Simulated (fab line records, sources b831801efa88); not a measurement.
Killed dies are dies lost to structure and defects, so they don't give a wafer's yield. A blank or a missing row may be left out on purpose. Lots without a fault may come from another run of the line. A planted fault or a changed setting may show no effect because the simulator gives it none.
Which tool did it? | flow gf180mcu | 13 lots, 39 wafers sampled, at 4 steps of a route of 602

WHAT THE GAUGES READ, wafer by wafer
GF_LVPWELL_OVL_MEAS_07. Usual: LVPWELL_OVL -0.7 nm, standard deviation 1.3.
lot  | measured    | on         | LVPWELL_OVL (nm) | flag
L421 | day 4 10:55 | overlay-01 | 0.1 0.9 -0.6     |
L422 | day 4 14:02 | overlay-01 | -1.3 -0.9 -0.5   |
L423 | day 4 18:23 | overlay-02 | -1.1 -0.8 -0.5   |
L424 | day 5 03:26 | overlay-02 | 0.6 -0.4 -0.3    |
L426 | day 5 13:04 | overlay-02 | 0.3 -0.1 -0.4    |
L427 | day 5 18:03 | overlay-02 | -3.3 -0.1 -0.9   |
L428 | day 5 21:46 | overlay-01 | 0.2 -0.7 -2.1    |
L433 | day 7 02:28 | overlay-01 | 2.2 1.4 -0.5     |
L434 | day 7 08:45 | overlay-02 | 0.7 -1.9 0.2     |
L438 | day 8 07:40 | overlay-02 | -0.8 -0.3 -1.3   |
L440 | day 8 17:41 | overlay-02 | -1.8 -2.7 -2.9   |
L441 | day 9 01:00 | overlay-02 | -0.5 -2.3 -0.5   |
L442 | day 9 05:23 | overlay-02 | -2.0 -0.7 -1.1   |

GF_HV_LDD_RS_MEAS_53: measures by four-point-probe. Usual: HV_LDD_RS 418.8 ohm/sq, standard deviation 1.
lot  | measured     | on            | HV_LDD_RS (ohm/sq) | flag
L421 | day 13 07:46 | film_metro-01 | 418.7 418.0 418.5  |
L422 | day 13 11:59 | film_metro-03 | 421.2 418.3 420.3  |
L423 | day 13 17:21 | film_metro-03 | 418.4 419.3 419.2  |
L424 | day 14 04:08 | film_metro-03 | 418.9 419.6 419.2  |
L426 | day 14 19:37 | film_metro-03 | 412.8 413.9 413.3  | OFF
L427 | day 15 02:02 | film_metro-03 | 413.5 413.5 413.3  | OFF
L428 | day 15 06:24 | film_metro-04 | 412.2 413.6 412.7  | OFF
L433 | day 17 02:06 | film_metro-01 | 417.1 418.7 417.2  |
L434 | day 17 10:26 | film_metro-04 | 417.7 418.2 418.5  |
L438 | day 18 19:21 | film_metro-04 | 420.1 418.6 419.7  |
L440 | day 19 12:15 | film_metro-01 | 418.6 417.8 418.5  |
L441 | day 19 22:06 | film_metro-01 | 417.4 417.0 416.6  |
L442 | day 20 00:57 | film_metro-04 | 420.1 419.4 419.0  |

WHICH TOOL RAN EACH LOT (tool, then ch and the chambers of the sampled wafers, then the start)
lot  | GF_HV_LDD_IMPLANT_34            | GF_HV_LDD_STRIP_37
L421 | implanter-02 ch 0, day 12 10:53 | plasma_asher-01 ch 0,1, day 12 11:19
L422 | implanter-02 ch 0, day 12 14:50 | plasma_asher-01 ch 0,1, day 12 15:17
L423 | implanter-02 ch 0, day 12 20:13 | plasma_asher-02 ch 0,1, day 12 20:38
L424 | implanter-02 ch 0, day 13 06:15 | plasma_asher-02 ch 0,1, day 13 06:42
L426 | implanter-02 ch 0, day 13 21:44 | plasma_asher-01 ch 0,1, day 13 22:11
L427 | implanter-02 ch 0, day 14 03:48 | plasma_asher-02 ch 0,1, day 14 04:15
L428 | implanter-02 ch 0, day 14 08:18 | plasma_asher-01 ch 0,1, day 14 08:44
L433 | implanter-01 ch 0, day 16 02:31 | plasma_asher-03 ch 0,1, day 16 02:56
L434 | implanter-01 ch 0, day 16 08:57 | plasma_asher-03 ch 0,1, day 16 11:22
L438 | implanter-02 ch 0, day 17 18:30 | plasma_asher-03 ch 0,1, day 17 18:56
L440 | implanter-03 ch 0, day 18 10:14 | plasma_asher-02 ch 0,1, day 18 10:41
L441 | implanter-03 ch 0, day 18 20:39 | plasma_asher-01 ch 0, day 18 21:05
L442 | implanter-02 ch 0, day 19 00:11 | plasma_asher-02 ch 0,1, day 19 00:36
- GF_HV_LDD_IMPLANT_34
- GF_HV_LDD_STRIP_37: strips in O2/N2.

WHAT THE TOOLS THEMSELVES READ (means of the sampled wafers that have a number; where no wafer has one, the mark that the record gives instead)
GF_HV_LDD_IMPLANT_34. Usual: dose_ions_cm2 7.501e+12, standard deviation 8.5e+09; faraday_current_uA 42.2, standard deviation 0.87; tilt_deg 30.001 degrees, standard deviation 0.02.
lot  | tool         | dose_ions_cm2 | faraday_current_uA | tilt_deg (degrees) | flag
L421 | implanter-02 | 7.501e+12     | 41.8               | 29.999             |
L422 | implanter-02 | 7.502e+12     | 42.2               | 29.989             |
L423 | implanter-02 | 7.508e+12     | 41.7               | 30.028             |
L424 | implanter-02 | 7.499e+12     | 41.7               | 29.988             |
L426 | implanter-02 | 9.693e+12     | 55.7               | 29.985             | OFF
L427 | implanter-02 | 9.706e+12     | 55.3               | 30.013             | OFF
L428 | implanter-02 | 9.697e+12     | 54.4               | 30.017             | OFF
L433 | implanter-01 | 7.497e+12     | 41.9               | 30.011             |
L434 | implanter-01 | 7.495e+12     | 41.9               | 30.010             |
L438 | implanter-02 | 7.500e+12     | 42.2               | 30.017             |
L440 | implanter-03 | 7.509e+12     | 41.9               | 29.998             |
L441 | implanter-03 | 7.499e+12     | 42.4               | 29.999             |
L442 | implanter-02 | 7.498e+12     | 42.2               | 29.985             |

GF_HV_LDD_STRIP_37. Usual: drypump_motor_current_A 5.78 A, standard deviation 0.26; heater_power_w 344 W, standard deviation 43; oes_product_au 0.716 a.u., standard deviation 0.0045; strip_time_to_endpoint_s 12.62 s, standard deviation 0.039.
lot  | tool            | drypump_motor_current_A (A) | heater_power_w (W) | oes_product_au (a.u.) | strip_time_to_endpoint_s (s) | flag
L421 | plasma_asher-01 | 5.85                        | 338                | 0.714                 | 12.60                        |
L422 | plasma_asher-01 | 5.84                        | 338                | 0.713                 | 12.58                        |
L423 | plasma_asher-02 | 5.79                        | 356                | 0.714                 | 12.65                        |
L424 | plasma_asher-02 | 5.78                        | 353                | 0.714                 | 12.71                        |
L426 | plasma_asher-01 | 6.13                        | 356                | 0.714                 | 12.60                        |
L427 | plasma_asher-02 | 5.78                        | 352                | 0.718                 | 12.64                        |
L428 | plasma_asher-01 | 6.11                        | 355                | 0.720                 | 12.62                        |
L433 | plasma_asher-03 | 5.58                        | 312                | 0.715                 | 12.62                        |
L434 | plasma_asher-03 | 5.61                        | 293                | 0.719                 | 12.63                        |
L438 | plasma_asher-03 | 5.63                        | 293                | 0.715                 | 12.63                        |
L440 | plasma_asher-02 | 5.77                        | 350                | 0.719                 | 12.59                        |
L441 | plasma_asher-01 | 6.41                        | 378                | 0.719                 | 12.65                        |
L442 | plasma_asher-02 | 5.77                        | 354                | 0.716                 | 12.61                        |

THE ANSWER, worked out from the rows above alone
Rule: a lot is off if the mean of its wafers that have a number lies more than 3 standard deviations from the usual mean. A lot without any number at a reading at which 4 lots or more have one is off too. The other lots that the step has rows for count as sound. The gauges are gone through in route order, then the tools' own readings, and for those a lot's mean is taken as printed above. The first step at which some lot is off is used, and at that step the reading that is off furthest; a lot without a number counts as furthest.
Off: L426, L427, L428, at GF_HV_LDD_RS_MEAS_53 (HV_LDD_RS).
A tool fits if, at a process step before that reading, it ran every lot that is off, and no sound lot after the first of them. The gauges at GF_HV_LDD_RS_MEAS_53 aren't tried: what is off there is off at GF_HV_LDD_IMPLANT_34 too, on other tools, and a gauge's error can't cause that. None of those tried fits.

WHAT THE SIMULATOR HAD PUT IN
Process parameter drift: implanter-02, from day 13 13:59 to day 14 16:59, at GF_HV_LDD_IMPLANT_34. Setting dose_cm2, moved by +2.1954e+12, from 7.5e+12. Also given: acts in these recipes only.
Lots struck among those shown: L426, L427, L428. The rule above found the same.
